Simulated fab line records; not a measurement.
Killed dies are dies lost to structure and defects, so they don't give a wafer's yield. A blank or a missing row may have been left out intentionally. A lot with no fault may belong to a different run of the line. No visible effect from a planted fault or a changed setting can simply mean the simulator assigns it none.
Which tool did it?    flow gf180mcu    at 1 step of a route of 602, 14 lots with 40 wafers sampled

WHAT EACH GAUGE READ, for each wafer
No reading from a measuring or inspecting step in the record can be judged against a usual standard deviation.

TOOL THAT RAN EACH LOT (tool first, then ch and the chambers of the sampled wafers, then the start)
lot   GF_HV_LDD_IMPLANT_21
L371  implanter-03 ch 0, day 11 01:07
L372  implanter-04 ch 0, day 11 05:15
L373  implanter-04 ch 0, day 11 16:10
L375  implanter-03 ch 0, day 12 07:46
L377  implanter-03 ch 0, day 12 23:58
L378  implanter-04 ch 0, day 13 10:40
L380  implanter-04 ch 0, day 13 22:07
L381  implanter-03 ch 0, day 14 03:37
L383  implanter-04 ch 0, day 14 21:04
L384  implanter-04 ch 0, day 15 08:38
L387  implanter-04 ch 0, day 16 03:03
L388  implanter-02 ch 0, day 16 11:55
L389  implanter-03 ch 0, day 16 20:52
L391  implanter-04 ch 0, day 17 13:22
- GF_HV_LDD_IMPLANT_21

WHAT THE TOOLS THEMSELVES READ (means of the sampled wafers that have a number; where no wafer has one, the mark that the record gives instead)
GF_HV_LDD_IMPLANT_21.
lot   tool          dose_ions_cm2  end_station_pressure_torr (Torr)
L371  implanter-03  5.004e+13      5.15e-06
L372  implanter-04  5.007e+13      5.23e-06
L373  implanter-04  5.002e+13      5.00e-06
L375  implanter-03  4.995e+13      4.95e-06
L377  implanter-03  5.002e+13      5.17e-06
L378  implanter-04  4.990e+13      5.27e-06
L380  implanter-04  5.001e+13      5.11e-06
L381  implanter-03  5.001e+13      5.37e-06
L383  implanter-04  5.001e+13      5.38e-06
L384  implanter-04  5.001e+13      5.07e-06
L387  implanter-04  4.775e+13      5.19e-06
L388  implanter-02  5.001e+13      5.17e-06
L389  implanter-03  5.006e+13      5.47e-06
L391  implanter-04  4.768e+13      5.39e-06

THE ANSWER, worked out from the rows above alone
Rule: usual is defined by the lots themselves. Put in order of their means at a reading, lots are off if they are a third of the lots or fewer, leave a main group of 4 or more, and stand apart from it by a gap of 3 or more times the standard deviation of the main group's means; of several such gaps the widest counts. Not used: any main group whose means are identical at the precision the tables above print for the reading. Also off: a lot with no number at a reading for which 4 or more lots have one. Any other lot the step has rows for is counted as sound. Order of review: gauges by route order, followed by the tools' own readings, for which a lot's mean as printed above is used. At the first step where some lot is off, the reading lying furthest off is the one used; lots without a number count as furthest.
Off: L387, L391, at GF_HV_LDD_IMPLANT_21 (dose_ions_cm2). For the main group the mean is 5.001e+13 and the standard deviation 4.4e+10.
If a tool, at that step or one of the process steps before it, ran each lot that is off and ran no sound lot following the first of them, it fits. One candidate fits, namely implanter-04 at GF_HV_LDD_IMPLANT_21. Its last sound lot is L384 (day 15 08:38), its first lot that is off L387 (day 16 03:03): a fault that began between those two fits.
On the lots that are off, the tool's own readings at GF_HV_LDD_IMPLANT_21 differ by more than 5 times the standard deviation of the sound lots' means, which bears it out; dose_ions_cm2 reads 4.772e+13 there versus 5.001e+13 on the sound lots.

WHAT THE SIMULATOR HAD PUT IN
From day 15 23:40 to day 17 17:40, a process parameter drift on implanter-04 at GF_HV_LDD_IMPLANT_21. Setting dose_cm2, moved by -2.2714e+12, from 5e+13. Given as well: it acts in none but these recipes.
Lots struck among those shown: L387, L391. The rule given above showed the same thing.
